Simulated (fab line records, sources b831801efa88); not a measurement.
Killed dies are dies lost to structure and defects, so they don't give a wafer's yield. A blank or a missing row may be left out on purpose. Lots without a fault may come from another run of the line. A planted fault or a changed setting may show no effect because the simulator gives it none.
Which tool did it? | flow gf180mcu | 11 lots, 33 wafers sampled, at 5 steps of a route of 602

WHAT THE GAUGES READ, wafer by wafer
GF_M5_CD_MEAS_07: target cd 280 nm.
lot  | measured     | on        | cd_nm (nm)
L377 | day 26 12:30 | cd_sem-01 | 280.0 279.8 281.3
L378 | day 26 19:31 | cd_sem-01 | 279.2 280.0 279.7
L380 | day 27 10:40 | cd_sem-01 | 279.9 280.4 279.5
L381 | day 27 12:52 | cd_sem-02 | 279.7 279.4 279.3
L382 | day 28 00:54 | cd_sem-02 | 280.6 281.1 279.8
L390 | day 30 10:42 | cd_sem-02 | 286.4 288.6 286.3
L391 | day 30 11:19 | cd_sem-02 | 288.3 286.3 287.0
L392 | day 30 22:51 | cd_sem-01 | 279.4 280.6 279.6
L394 | day 31 07:10 | cd_sem-01 | 281.1 279.7 280.3
L395 | day 31 11:19 | cd_sem-02 | 278.4 278.8 279.5
L398 | day 32 07:25 | cd_sem-01 | 281.5 280.7 282.0

WHICH TOOL RAN EACH LOT (tool, then ch and the chambers of the sampled wafers, then the start)
lot  | GF_M4_METAL_ETCH_16               | GF_V4_STRIP_18                       | GF_MIM_SPUTTER_04            | GF_M5_EXPOSE_04
L377 | rie_metal-02 ch 0,1, day 23 16:14 | plasma_asher-03 ch 0,1, day 24 16:04 | pvd_sputter-01, day 24 17:29 | krf_scanner-01 ch 0, day 26 02:18
L378 | rie_metal-03 ch 0,1, day 23 23:33 | plasma_asher-03 ch 0,1, day 24 23:07 | pvd_sputter-03, day 25 00:34 | krf_scanner-01 ch 0, day 26 09:40
L380 | rie_metal-03 ch 0, day 24 16:45   | plasma_asher-04 ch 0,1, day 25 15:49 | pvd_sputter-02, day 25 17:21 | krf_scanner-01 ch 0, day 27 00:56
L381 | rie_metal-02 ch 1, day 24 18:57   | plasma_asher-02 ch 0,1, day 25 17:46 | pvd_sputter-02, day 25 19:11 | krf_scanner-02 ch 0, day 27 02:25
L382 | rie_metal-01 ch 0, day 25 07:17   | plasma_asher-02 ch 0, day 26 05:53   | pvd_sputter-02, day 26 07:18 | krf_scanner-02 ch 0, day 27 15:18
L390 | rie_metal-02 ch 0,1, day 27 21:12 | plasma_asher-02 ch 0,1, day 28 18:28 | pvd_sputter-01, day 28 19:50 | krf_scanner-01 ch 0, day 30 01:16
L391 | rie_metal-03 ch 0,1, day 27 23:31 | plasma_asher-02 ch 1, day 28 20:17   | pvd_sputter-01, day 28 21:41 | krf_scanner-01 ch 0, day 30 02:42
L392 | rie_metal-02 ch 0,1, day 28 11:22 | plasma_asher-04 ch 0,1, day 29 08:08 | pvd_sputter-03, day 29 09:39 | krf_scanner-02 ch 0, day 30 13:55
L394 | rie_metal-03 ch 0,1, day 28 19:49 | plasma_asher-02 ch 0,1, day 29 16:40 | pvd_sputter-03, day 29 18:07 | krf_scanner-02 ch 0, day 30 22:36
L395 | rie_metal-01 ch 0,1, day 29 01:19 | plasma_asher-03 ch 0,1, day 29 21:43 | pvd_sputter-03, day 29 23:10 | krf_scanner-02 ch 0, day 31 03:21
L398 | rie_metal-01 ch 1, day 29 22:13   | plasma_asher-02 ch 0,1, day 30 18:23 | pvd_sputter-03, day 30 19:58 | krf_scanner-02 ch 0, day 31 23:19
- GF_M4_METAL_ETCH_16: etches the open film in Cl2/BCl3, stops on SiO2, target depth 750.8 nm, time 125.1 s.
- GF_V4_STRIP_18: strips in O2/N2.
- GF_MIM_SPUTTER_04: material TiN, target thk 50 nm, time 41.7 s.
- GF_M5_EXPOSE_04: exposes mask Metal5, target cd 280 nm.

THE ANSWER, worked out from the rows above alone
Rule: what is usual is taken from the lots themselves. Put in order of their means at a reading, lots are off if they are a third of the lots or fewer, leave a main group of 4 or more, and stand apart from it by a gap of 3 or more times the standard deviation of the main group's means; of several such gaps the widest counts. A main group whose means are all the same, to the digits that the tables above print for the reading, isn't used. A lot without any number at a reading at which 4 lots or more have one is off too. The other lots that the step has rows for count as sound.
Off: L390, L391, at GF_M5_CD_MEAS_07 (cd_nm). The main group: mean 280.0 nm, standard deviation 0.68.
A tool fits if, at a process step before that reading, it ran every lot that is off, and no sound lot after the first of them. The gauges at GF_M5_CD_MEAS_07 are tried like those tools. Can't be told from this: 2 tools fit, pvd_sputter-01 at GF_MIM_SPUTTER_04, krf_scanner-01 at GF_M5_EXPOSE_04.

WHAT THE SIMULATOR HAD PUT IN
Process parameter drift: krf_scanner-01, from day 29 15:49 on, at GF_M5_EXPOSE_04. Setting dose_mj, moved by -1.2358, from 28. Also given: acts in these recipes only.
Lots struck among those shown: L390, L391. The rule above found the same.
